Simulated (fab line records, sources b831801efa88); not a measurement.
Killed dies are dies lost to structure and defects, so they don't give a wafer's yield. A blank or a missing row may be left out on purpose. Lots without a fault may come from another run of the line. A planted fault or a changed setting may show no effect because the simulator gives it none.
Problem report in the 8D (eight disciplines) form, filled by code | flow sky130 | the parts of the form that need people (team, actions taken, sign-off) are left out

1. THE PROBLEM
PASSIVATION_CVD_02_THK at SKY_PASSIVATION_THK_MEAS_03 reads a mean of 424 nm on 2 wafers of 2 lots; wafers without a fault read 542 nm with a standard deviation of 6.8. That is -17 standard deviations from the usual mean.
First seen on wafer L914.4, day 46 21:01, on film_metro-04. The record holds 38 wafers of 13 lots with a number at this step. Rule for "out", or "out of limits": more than 4 standard deviations from the usual mean. The other wafers with a number count as sound.

2. WHAT IT IS AND WHAT IT IS NOT
question                    | is                     | is not
which readings at this step | PASSIVATION_CVD_02_THK | -
which lots                  | L914, L917             | L903, L904, L905, L906, L907, L908, L918, L919, L920, L923, L926
which wafers of those lots  | L914.4, L917.1         | L914.5, L917.2, L917.6
read on which gauges        | film_metro-04          | film_metro-02, film_metro-03
when                        | from day 46 21:01      | up to then (19 sound wafers); but 17 sound wafers of L917, L918, L919, L920, L923, L926 came after

3. SUSPECTS, AND WHAT RULES EACH OUT
Counting: a tool at a process step up to the reading stays a suspect if it ran every lot that is out. Sound lots after the first of them don't rule it out here, since some wafers of a struck lot are sound.
- the gauge at SKY_PASSIVATION_THK_MEAS_03: ruled out. All the wafers that are out were read on film_metro-04, but those of them that SKY_PASSIVATION_ETCH_11 has rows for are out there too, on other tools.
- pecvd-04 at SKY_PASSIVATION_CVD_02 (deposits Si3N4, target thk 540 nm): kept. It ran every lot that is out, first L914 (day 46 20:52); its last sound lot up to then is L904 (day 43 22:22).
Left after counting: pecvd-04 at SKY_PASSIVATION_CVD_02.

4. THE CAUSE (what the simulator had put in)
Process parameter drift: pecvd-04, from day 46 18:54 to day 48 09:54, at SKY_PASSIVATION_CVD_02. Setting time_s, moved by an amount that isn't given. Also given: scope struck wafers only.
Counting left only this tool.

5. THE CHAIN OF EFFECTS, in route order
Each row: a reading whose mean over the struck wafers that have a number lies more than 3 standard deviations from the usual. Only readings for which the record gives a usual standard deviation are gone through. hours: the time from each lot's start at the first step in this table that gives one to its start at this step, as a median over the lots. sigmas: the change in usual standard deviations.
hours | step                        | reading                | usual      | on struck wafers | change | sigmas
0     | SKY_PASSIVATION_THK_MEAS_03 | PASSIVATION_CVD_02_THK | 542 nm     | 424              | -118   | -17
19    | SKY_PASSIVATION_ETCH_11     | oes_product_au         | 0.979 a.u. | 0.883            | -0.096 | -13
The process steps in it:
- SKY_PASSIVATION_ETCH_11: etches the open film in CF4/O2, stops on AlCu, target depth 725 nm, time 161.1 s.

6. WHAT WOULD HAVE CAUGHT IT SOONER
In this record the first reading out of limits at a measuring or inspecting step was taken at day 46 21:01, 2 hours after the fault began at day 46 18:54.
Of the tool readings at SKY_PASSIVATION_CVD_02 for which the record gives a usual standard deviation, none was out on any struck wafer, so an alarm limit of 4 standard deviations on them would not have fired.
Of the lots that are out (2), L917 began SKY_PASSIVATION_CVD_02 on pecvd-04 after day 46 21:01. A hold on the tool at that time would have spared it.
